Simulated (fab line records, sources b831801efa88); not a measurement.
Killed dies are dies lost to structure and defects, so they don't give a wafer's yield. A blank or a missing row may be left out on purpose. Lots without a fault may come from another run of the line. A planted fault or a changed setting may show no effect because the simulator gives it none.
One fault seen from 2 desks | flow gf180mcu | each desk has only its own numbers; what lay behind them comes last

THE TOOL OWNER'S DESK: litho_track-01
The tool's own readings at GF_M5_PEB_05 (peb time 90 s): means of the sampled wafers that have a number, for each lot that ran on this tool. A lot is out of limits, marked OUT, if its mean lies more than 4 standard deviations from the usual mean; the brackets give that distance.
Columns: A = heater_power_total_W at GF_M5_PEB_05, usual 85.70 W
lot  | first seen here | A
L365 | day 27 04:55    | 85.70
L369 | day 28 11:51    | 85.75
L370 | day 28 19:28    | 85.62
L371 | day 29 05:15    | 112.29 (+99 or more) OUT
L373 | day 29 15:56    | 112.52 (+99 or more) OUT
L385 | day 32 21:19    | 85.69
This desk's finding: out of limits on L371, L373; first on L371, day 29 05:15 (heater_power_total_W at GF_M5_PEB_05). In limits: L365, L369, L370, L385.

THE METROLOGY DESK
What the gauges read, lot by lot, whatever tool the lot ran on: means of the sampled wafers that have a number. A lot is out of limits, marked OUT, if its mean lies more than 4 standard deviations from the usual mean; the brackets give that distance.
Columns: A = cd_nm at GF_M5_CD_MEAS_07, usual 280.3 nm; B = cd_nm at GF_V5_CD_MEAS_14, usual 259.9 nm
lot  | first seen here | A               | B
L363 | day 26 12:22    | 279.9           | 260.1
L365 | day 27 05:16    | 279.4           | 261.1
L369 | day 28 12:11    | 281.2           | 259.9
L370 | day 28 19:47    | 279.2           | 261.4
L371 | day 29 05:35    | 307.1 (+24) OUT | 258.9
L372 | day 29 09:37    | 280.0           | 259.8
L373 | day 29 16:16    | 305.5 (+23) OUT | 259.6
L381 | day 31 20:40    | 280.1           | 258.4
L382 | day 32 05:08    | 281.5           | 261.1
L383 | day 32 06:04    | 278.9           | 261.6
L384 | day 32 17:42    | 279.9           | 259.3
L385 | day 32 21:40    | 281.9           | 259.5
This desk's finding: out of limits on L371, L373; first on L371, day 29 05:35 (cd_nm at GF_M5_CD_MEAS_07). In limits: L363, L365, L369, L370, L372, L381, L382, L383, L384, L385.

PUT TOGETHER
The tool owner's desk could have raised an alarm at day 29 05:15, on L371, L373.
The metrology desk could have raised an alarm at day 29 05:35, on L371, L373.
Of the lots named, all ran GF_M5_PEB_05 on litho_track-01.

WHAT THE SIMULATOR HAD PUT IN
Process parameter drift: litho_track-01, from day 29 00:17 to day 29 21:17, at GF_M5_PEB_05. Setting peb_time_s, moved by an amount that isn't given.
Lots struck among those shown: L371, L373.
Hours from the fault's start to each desk's first reading out of limits: the tool owner's desk, 5; the metrology desk, 5.
